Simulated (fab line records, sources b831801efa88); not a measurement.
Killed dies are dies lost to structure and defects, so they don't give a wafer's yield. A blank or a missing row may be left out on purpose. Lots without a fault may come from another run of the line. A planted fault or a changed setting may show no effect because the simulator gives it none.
A struck lot beside a sound one | flow gf180mcu | 14 steps out of a route of 602
Sound: wafers L569.1, L569.3, L569.6. Struck: wafers L565.1, L565.4, L565.6. The cause comes at the end.
At each step with rows: each side's tool, then ch and its chambers, then its first start. Under that, the readings that differ: sound wafers | struck wafers | difference of the means | sigmas: that difference in standard deviations of wafers without a fault.
alike: readings whose means differ by less than 2 such deviations, and words and numbers that are the same on both sides. not compared: withheld readings, readings that some wafer has no value for, bounds like >300 that may hide the same value, and numbers for which the record gives no deviation and whose values overlap.
The two part at a step that has a row with sigmas, a row that says differs or no value, or rows on one side only. Numbers that don't overlap but have no deviation are shown without sigmas and don't part them. A reading that every wafer of one side lacks parts them only if that side has two wafers or more.

GF_V3_OVL_MEAS_15:
  sound on overlay-01, day 28 13:00; struck on overlay-01, day 27 12:41
  alike: V3_OVL
GF_V3_ETCH_16: etches BARC in N2/H2.
  sound on rie_diel-03 ch 0,1, day 28 13:02; struck on rie_diel-03 ch 0,1,3, day 27 12:44
  alike: drypump_motor_current_A, n2_flow_sccm, oes_product_au, throttle_valve_pct
then, 1 step without rows for these wafers: GF_V3_ETCH_17 (etches SiO2 in C4F8/O2/Ar, stops on TiN, target depth 635 nm).
GF_V3_STRIP_18: strips in O2/N2.
  sound on plasma_asher-04 ch 0,1, day 28 13:10; struck on plasma_asher-04 ch 0,1, day 27 12:52
  alike: drypump_motor_current_A, heater_power_w, n2_flow_sccm, oes_product_au
  not compared: rf_hours_counter_h
then, 2 steps without rows for these wafers: GF_V3_STRIP_19 (strips in post etch residue remover, time 1200 s); GF_V3_CLEAN_20 (cleans in DIW).
GF_V3_SPUTTER_21: material Ti, target thk 15 nm, time 80.02 s.
  sound on pvd_sputter-01, day 28 13:46; struck on pvd_sputter-03, day 27 13:23
  alike: cathode_dc_power_W, chamber_pressure_pa, throttle_valve_pct
then, 1 step without rows for these wafers: GF_V3_SPUTTER_22 (material TiN, target thk 10 nm, time 40 s).
GF_V3_CVD_23: deposits W, target thk 350 nm, time 104.9 s.
  sound on cvd_w-02 ch 0, day 28 13:52; struck on cvd_w-01 ch 0, day 27 13:29
  alike: heater_power_w, susceptor_temp_C
  not compared: since_wet_clean_h
GF_V3_RS_MEAS_24: measures by four-point-probe.
  sound on film_metro-02, day 28 13:59; struck on film_metro-02, day 27 13:36
  alike: V3_W_RS
GF_V3_THK_MEAS_25: measures by xrf.
  sound on film_metro-02, day 28 14:07; struck on film_metro-02, day 27 13:43
  alike: V3_W_THK
GF_V3_CMP_26: polishes, stops on SiO2, t overpolish 15 s, target thk 0 nm.
  sound on cmp-02 ch 0,1,2, day 28 14:10; struck on cmp-01 ch 0,1,3, day 27 14:04
  alike: head_pressure_psi, motor_current_A, overpolish_run_s, time_to_endpoint_s
GF_M4_SPUTTER_00: material Ti, target thk 37.5 nm, time 150 s.
  sound on pvd_sputter-03, day 28 14:28; struck on pvd_sputter-01, day 27 14:16
  no value came back on the struck wafers for cathode_dc_power_W (W), chamber_pressure_pa (Pa), throttle_valve_pct (%); on the sound wafers cathode_dc_power_W (W) reads 3999.9 4000.2 3998.6
then, 1 step without rows for these wafers: GF_M4_SPUTTER_01 (material TiN, target thk 30 nm, time 25 s).

WHERE THEY PART
Only at GF_M4_SPUTTER_00, within this record.

WHY: what the simulator had put in
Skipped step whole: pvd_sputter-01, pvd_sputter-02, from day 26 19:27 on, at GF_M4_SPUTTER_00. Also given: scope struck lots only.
